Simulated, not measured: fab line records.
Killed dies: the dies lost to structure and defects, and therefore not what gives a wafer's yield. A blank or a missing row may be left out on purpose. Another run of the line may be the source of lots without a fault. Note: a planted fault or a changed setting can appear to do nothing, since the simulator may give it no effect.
Check of tool commonality	flow gf180mcu	11 lots and 33 wafers in the sample

## WHY THIS WAS OPENED
Of 11 lots, 1 have the reading VT_IMPLANT_4_TW flagged at GF_VT_IMPLANT_TW_MEAS_43. Fault-free wafers read 694, with a standard deviation of 3.9.
Rule: a lot is flagged in two cases, either no wafer of it has a number, or all its wafers with numbers fall more than 4 standard deviations from that mean. The other lots count as sound.

lot	measured	on	VT_IMPLANT_4_TW, wafer by wafer	flag
L854	day 7 16:04	filmMetro-03	698 702 696	
L856	day 8 10:52	filmMetro-03	695 694 693	
L855	day 8 11:32	filmMetro-04	683 680 685	
L858	day 8 18:38	filmMetro-02	691 694 696	
L864	day 10 02:22	filmMetro-02	701 697 694	
L865	day 10 10:11	filmMetro-02	31 31 31	FLAGGED
L869	day 11 14:57	filmMetro-02	695 694 696	
L872	day 12 11:11	filmMetro-02	694 694 697	
L875	day 13 09:20	filmMetro-02	698 695 694	
L876	day 13 15:19	filmMetro-02	691 690 695	
L877	day 13 20:46	filmMetro-03	692 693 689	
Flagged lots average 31: -663 relative to the usual, that is -99 or more standard deviations.

## EACH LOT AND THE TOOL IT RAN ON
The record holds 3 process steps before the reading, out of a route of 602 steps. Each cell gives the tool, then ch followed by the chambers the sampled wafers passed through, then the start.
lot	flag	GF_MVSD_STRIP_10	GF_VT_IMPLANT_STRIP_31	GF_VT_IMPLANT_STRIP_42
L854		plasmaAsher-04 ch 0,1, day 4 14:00	plasmaAsher-02 ch 0,1, day 7 00:26	plasmaAsher-04 ch 0,1, day 7 15:58
L856		plasmaAsher-03 ch 0,1, day 5 06:34	plasmaAsher-04 ch 0,1, day 7 18:52	plasmaAsher-02 ch 0,1, day 8 10:46
L855		plasmaAsher-04 ch 0,1, day 5 06:55	plasmaAsher-01 ch 0,1, day 7 19:14	plasmaAsher-04 ch 0,1, day 8 11:26
L858		plasmaAsher-03 ch 0,1, day 5 13:21	plasmaAsher-04 ch 1, day 8 01:32	plasmaAsher-01 ch 0, day 8 18:32
L864		plasmaAsher-03 ch 0,1, day 6 17:43	plasmaAsher-04 ch 0,1, day 9 09:35	plasmaAsher-01 ch 0,1, day 10 02:16
L865	FLAGGED	plasmaAsher-03 ch 0,1, day 7 00:27	plasmaAsher-02 ch 0,1, day 9 16:38	plasmaAsher-01 ch 0,1, day 10 10:05
L869		plasmaAsher-03 ch 0,1, day 8 00:55	plasmaAsher-04 ch 1, day 10 20:13	plasmaAsher-01 ch 0,1, day 11 14:50
L872		plasmaAsher-04 ch 0,1, day 8 18:25	plasmaAsher-01 ch 0,1, day 11 16:49	plasmaAsher-02 ch 0,1, day 12 11:04
L875		plasmaAsher-03 ch 0,1, day 9 12:22	plasmaAsher-01 ch 0,1, day 12 13:34	plasmaAsher-01 ch 0,1, day 13 09:13
L876		plasmaAsher-01 ch 0,1, day 9 17:04	plasmaAsher-02 ch 0,1, day 12 18:37	plasmaAsher-02 ch 0,1, day 13 15:13
L877		plasmaAsher-03 ch 0, day 9 22:34	plasmaAsher-02 ch 0,1, day 13 00:55	plasmaAsher-01 ch 0,1, day 13 20:40
These steps, and what they do:
- GF_MVSD_STRIP_10: strips in O2/N2.
- GF_VT_IMPLANT_STRIP_31: strips in O2/N2.
- GF_VT_IMPLANT_STRIP_42: strips in O2/N2.
- GF_VT_IMPLANT_TW_MEAS_43

## FLAGGED AGAINST TOTAL, ONE TOOL AT A TIME (gauges that did the reading follow at the end)
step	tool	lots run	flagged	share of the flagged lots	sound lots run after its first flagged lot
GF_MVSD_STRIP_10	plasmaAsher-01	1	0	none	-
GF_MVSD_STRIP_10	plasmaAsher-03	7	1	all	3 (L869,L875,L877)
GF_MVSD_STRIP_10	plasmaAsher-04	3	0	none	-
GF_VT_IMPLANT_STRIP_31	plasmaAsher-01	3	0	none	-
GF_VT_IMPLANT_STRIP_31	plasmaAsher-02	4	1	all	2 (L876,L877)
GF_VT_IMPLANT_STRIP_31	plasmaAsher-04	4	0	none	-
GF_VT_IMPLANT_STRIP_42	plasmaAsher-01	6	1	all	3 (L869,L875,L877)
GF_VT_IMPLANT_STRIP_42	plasmaAsher-02	3	0	none	-
GF_VT_IMPLANT_STRIP_42	plasmaAsher-04	2	0	none	-
GF_VT_IMPLANT_TW_MEAS_43	filmMetro-02	7	1	all	4 (L869,L872,L875,L876)
GF_VT_IMPLANT_TW_MEAS_43	filmMetro-03	3	0	none	-
GF_VT_IMPLANT_TW_MEAS_43	filmMetro-04	1	0	none	-

## WHAT THE TABLE PERMITS
4 rows of the table ran every flagged lot: plasmaAsher-03 at GF_MVSD_STRIP_10, plasmaAsher-02 at GF_VT_IMPLANT_STRIP_31, plasmaAsher-01 at GF_VT_IMPLANT_STRIP_42, filmMetro-02 at GF_VT_IMPLANT_TW_MEAS_43.
- plasmaAsher-03 at GF_MVSD_STRIP_10 ran 7 lots, 1 of them flagged. After the first flagged lot (L869, L875, L877), sound lots still ran on it; a lasting fault on the whole tool would not permit that.
- plasmaAsher-02 at GF_VT_IMPLANT_STRIP_31 ran 4 lots, 1 of them flagged. After the first flagged lot (L876, L877), sound lots still ran on it; a lasting fault on the whole tool would not permit that. Its own readings (oesProductAu) fall more than 4 standard deviations out on all wafers of the flagged lots.
- plasmaAsher-01 at GF_VT_IMPLANT_STRIP_42 ran 6 lots, 1 of them flagged. After the first flagged lot (L869, L875, L877), sound lots still ran on it; a lasting fault on the whole tool would not permit that. Its own readings (stripTimeToEndpointS) fall more than 4 standard deviations out on all wafers of the flagged lots.
- filmMetro-02 at GF_VT_IMPLANT_TW_MEAS_43 ran 7 lots, 1 of them flagged. After the first flagged lot (L869, L872, L875, L876), sound lots still ran on it; a lasting fault on the whole tool would not permit that.
There is no row in the table that ran each flagged lot and no sound lot after the first.

## WHAT HAD BEEN PUT IN BY THE SIMULATOR
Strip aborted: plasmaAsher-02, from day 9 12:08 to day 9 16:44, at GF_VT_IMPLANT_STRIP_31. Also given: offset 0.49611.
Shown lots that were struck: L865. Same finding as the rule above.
